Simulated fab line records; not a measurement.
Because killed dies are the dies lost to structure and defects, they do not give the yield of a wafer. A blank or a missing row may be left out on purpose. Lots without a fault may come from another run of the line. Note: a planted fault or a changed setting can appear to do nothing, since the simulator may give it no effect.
Chamber matching ; flow sfq-line ; SFQ_TRILAYER_I4_CMP_CMP_100 on cmp-01 has 4 sister chambers
The step polishes SiO2. 8 wafers are shown with their chamber, then 9 later ones without.

WAFERS WITH THEIR CHAMBER
wafer;chamber;motor-current-A (A);time-to-endpoint-s (s)
L685.5;0;9.3;221
L686.2;1;8.4;210
L686.5;1;9.0;199
L690.5;2;9.8;198
L690.6;3;10.7;230
L696.1;2;9.5;209
L696.5;0;9.6;216
L696.6;3;11.1;226

WAFERS WITH NO CHAMBER GIVEN
wafer;motor-current-A (A);time-to-endpoint-s (s)
L697.4;8.6;215
L697.1;9.6;205
L697.6;10.1;199
L698.1;10.2;220
L698.3;9.8;209
L698.5;9.4;219
L701.1;8.8;204
L701.3;9.5;202
L701.5;9.2;197

WHICH CHAMBER EACH ONE RAN IN
wafer;from the rows above;in truth
L697.4;can't be placed: 1 or 0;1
L697.1;2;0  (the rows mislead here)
L697.6;2;2
L698.1;can't be placed: 0 or 3 or 2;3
L698.3;can't be placed: 2 or 0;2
L698.5;0;0
L701.1;1;1
L701.3;2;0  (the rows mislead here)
L701.5;can't be placed: 2 or 1 or 0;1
Correct placement for 3 of the 9. Can't be placed from these rows: 4 (the true chamber is among the candidates in 4). Wrongly placed: 2.
How it was worked out, from the rows above alone: a wafer's distance from a chamber is the root of the sum, over the readings, of the square of ((its reading less the chamber's mean) divided by the reading's scatter). If the next closest chamber is less than 2 further off than the closest, the wafer can't be placed; otherwise it belongs to the closest. For every chamber, the mean is computed from those of its wafers that are shown. How the scatter is found: for the shown wafers, subtract from each reading the mean of its chamber, square and add these, divide the total by (wafers less chambers), then take the root.
